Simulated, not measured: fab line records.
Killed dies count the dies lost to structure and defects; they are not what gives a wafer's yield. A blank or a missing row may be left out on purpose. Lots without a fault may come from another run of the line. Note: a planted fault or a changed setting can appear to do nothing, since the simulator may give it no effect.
Chamber matching + flow gf180mcu + GF_V4_CMP_26 on cmp-02 has 4 sister chambers
The step polishes, stops on SiO2, t overpolish 15 s, target thk 0 nm. 16 wafers are shown with their chamber, then 8 later ones without.

== WAFERS, EACH WITH ITS CHAMBER ==
| wafer  | chamber | motor-current-A (A) | slurry-filter-dp-kPa (kPa) |
|--------|---------|---------------------|----------------------------|
| L374.1 | 2       | 11.2                | 13.33                      |
| L374.2 | 0       | 12.0                | 13.48                      |
| L374.4 | 1       | 12.4                | 13.47                      |
| L377.2 | 0       | 11.9                | 13.48                      |
| L377.5 | 3       | 9.8                 | 13.64                      |
| L377.6 | 2       | 10.6                | 13.74                      |
| L378.1 | 2       | 10.8                | 13.59                      |
| L378.3 | 3       | 10.1                | 13.61                      |
| L378.4 | 1       | 13.4                | 13.43                      |
| L381.1 | 3       | 9.7                 | 13.64                      |
| L381.2 | 1       | 13.2                | 13.58                      |
| L381.3 | 2       | 11.3                | 13.49                      |
| L382.3 | 0       | 11.8                | 13.41                      |
| L382.4 | 3       | 10.3                | 13.45                      |
| L382.6 | 0       | 11.5                | 13.32                      |
| L386.2 | 3       | 10.3                | 13.63                      |

SIGNATURES (means of the wafers above)
| reading              | chamber 0 | chamber 1 | chamber 2 | chamber 3 | scatter within a chamber |
|----------------------|-----------|-----------|-----------|-----------|--------------------------|
| motor-current-A      | 11.800    | 13.000    | 10.975    | 10.040    | 0.334                    |
| slurry-filter-dp-kPa | 13.4225   | 13.4933   | 13.5375   | 13.5940   | 0.11                     |
Rule: a wafer lies at a distance from a chamber equal to the root of the sum of squares, over the readings, of (its reading less the chamber's mean, divided by the reading's scatter). If the next closest chamber is less than 2 further off than the closest, the wafer can't be placed; otherwise it belongs to the closest. How the scatter is found: for the shown wafers, subtract from each reading the mean of its chamber, square and add these, divide the total by (wafers less chambers), then take the root.

== WAFERS WITH NO CHAMBER GIVEN ==
| wafer  | motor-current-A (A) | slurry-filter-dp-kPa (kPa) |
|--------|---------------------|----------------------------|
| L386.5 | 9.9                 | 13.46                      |
| L386.6 | 11.7                | 13.53                      |
| L391.3 | 10.8                | 13.41                      |
| L391.4 | 10.7                | 13.30                      |
| L391.6 | 9.6                 | 13.49                      |
| L395.2 | 11.1                | 13.68                      |
| L395.3 | 12.6                | 13.45                      |
| L395.5 | 12.2                | 13.65                      |

== CHAMBER TAKEN BY EACH ==
| wafer  | from the rows above          | in truth |
|--------|------------------------------|----------|
| L386.5 | 3                            | 3        |
| L386.6 | can't be placed: 0 or 2      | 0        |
| L391.3 | can't be placed: 2 or 3 or 0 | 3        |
| L391.4 | can't be placed: 2 or 3 or 0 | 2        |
| L391.6 | 3                            | 3        |
| L395.2 | can't be placed: 2 or 0 or 3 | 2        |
| L395.3 | can't be placed: 1 or 0      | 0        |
| L395.5 | can't be placed: 0 or 1 or 2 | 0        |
Correctly placed: 2 of 8. These rows do not allow placing 6 (true chamber among the candidates in 6). Number placed wrongly: 0.
